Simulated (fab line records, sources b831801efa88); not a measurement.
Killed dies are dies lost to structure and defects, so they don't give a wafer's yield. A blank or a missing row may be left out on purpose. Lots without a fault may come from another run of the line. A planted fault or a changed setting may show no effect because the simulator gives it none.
Chamber matching | flow gf180mcu | GF_STI_CMP_25 on cmp-02: 4 sister chambers
The step polishes, stops on Si3N4, t overpolish 31.66 s, target thk 524.6 nm. 18 wafers are shown with their chamber, then 8 later ones without.

WAFERS WITH THEIR CHAMBER
wafer  | chamber | motor_current_A (A) | time_to_endpoint_s (s) | platen_rpm (rpm)
L741.3 | 0       | 12.4                | 124.2                  | 59.98
L741.4 | 1       | 14.1                | 125.3                  | 59.93
L741.5 | 0       | 12.6                | 119.4                  | 60.05
L742.2 | 2       | 12.9                | 121.4                  | 59.92
L742.3 | 0       | 12.2                | 115.0                  | 60.11
L742.4 | 3       | 12.7                | 120.2                  | 60.05
L743.2 | 1       | 14.1                | 127.8                  | 60.01
L743.4 | 2       | 13.4                | 124.0                  | 59.96
L743.5 | 2       | 13.1                | 124.9                  | 59.99
L744.2 | 1       | 13.4                | 122.3                  | 59.92
L744.3 | 0       | 12.3                | 125.7                  | 59.98
L744.5 | 3       | 12.6                | 120.8                  | 59.94
L745.1 | 2       | 13.3                | 120.8                  | 60.02
L745.2 | 3       | 12.6                | 123.6                  | 59.99
L745.6 | 0       | 13.1                | 122.5                  | 60.01
L746.3 | 3       | 13.3                | 121.0                  | 59.99
L746.5 | 3       | 12.0                | 120.6                  | 59.96
L746.6 | 2       | 13.3                | 126.9                  | 60.04

SIGNATURES (means of the wafers above)
reading            | chamber 0 | chamber 1 | chamber 2 | chamber 3 | scatter within a chamber
motor_current_A    | 12.520    | 13.867    | 13.200    | 12.640    | 0.363
time_to_endpoint_s | 121.360   | 125.133   | 123.600   | 121.240   | 2.93
platen_rpm         | 60.0260   | 59.9533   | 59.9860   | 59.9860   | 0.0486
Rule: a wafer's distance from a chamber is the root of the sum, over the readings, of the square of ((its reading less the chamber's mean) divided by the reading's scatter). The wafer belongs to the nearest chamber; if the next one is less than 2 further off, it can't be placed. The scatter: the root of (the sum of the squares of (reading less its chamber's mean) over the shown wafers, divided by (wafers less chambers)).

WAFERS WITHOUT THEIR CHAMBER
wafer  | motor_current_A (A) | time_to_endpoint_s (s) | platen_rpm (rpm)
L747.2 | 12.7                | 125.5                  | 59.98
L747.3 | 12.7                | 124.7                  | 60.00
L747.4 | 13.2                | 127.6                  | 60.02
L750.2 | 13.6                | 115.3                  | 59.96
L750.3 | 12.1                | 124.7                  | 60.03
L750.6 | 13.0                | 126.2                  | 59.92
L752.1 | 12.5                | 125.6                  | 60.09
L752.3 | 13.4                | 123.8                  | 60.04

WHICH CHAMBER EACH WENT THROUGH
wafer  | from the rows above               | in truth
L747.2 | can't be placed: 3 or 2 or 0 or 1 | 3
L747.3 | can't be placed: 3 or 0 or 2      | 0
L747.4 | can't be placed: 2 or 1 or 3 or 0 | 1
L750.2 | can't be placed: 2 or 3 or 1 or 0 | 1
L750.3 | can't be placed: 0 or 3 or 2      | 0
L750.6 | can't be placed: 2 or 3 or 1 or 0 | 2
L752.1 | can't be placed: 0 or 3 or 2      | 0
L752.3 | can't be placed: 2 or 1 or 3 or 0 | 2
Placed correctly: 0 of 8. Can't be placed from these rows: 8 (the true chamber is among the candidates in 8). Placed wrongly: 0.
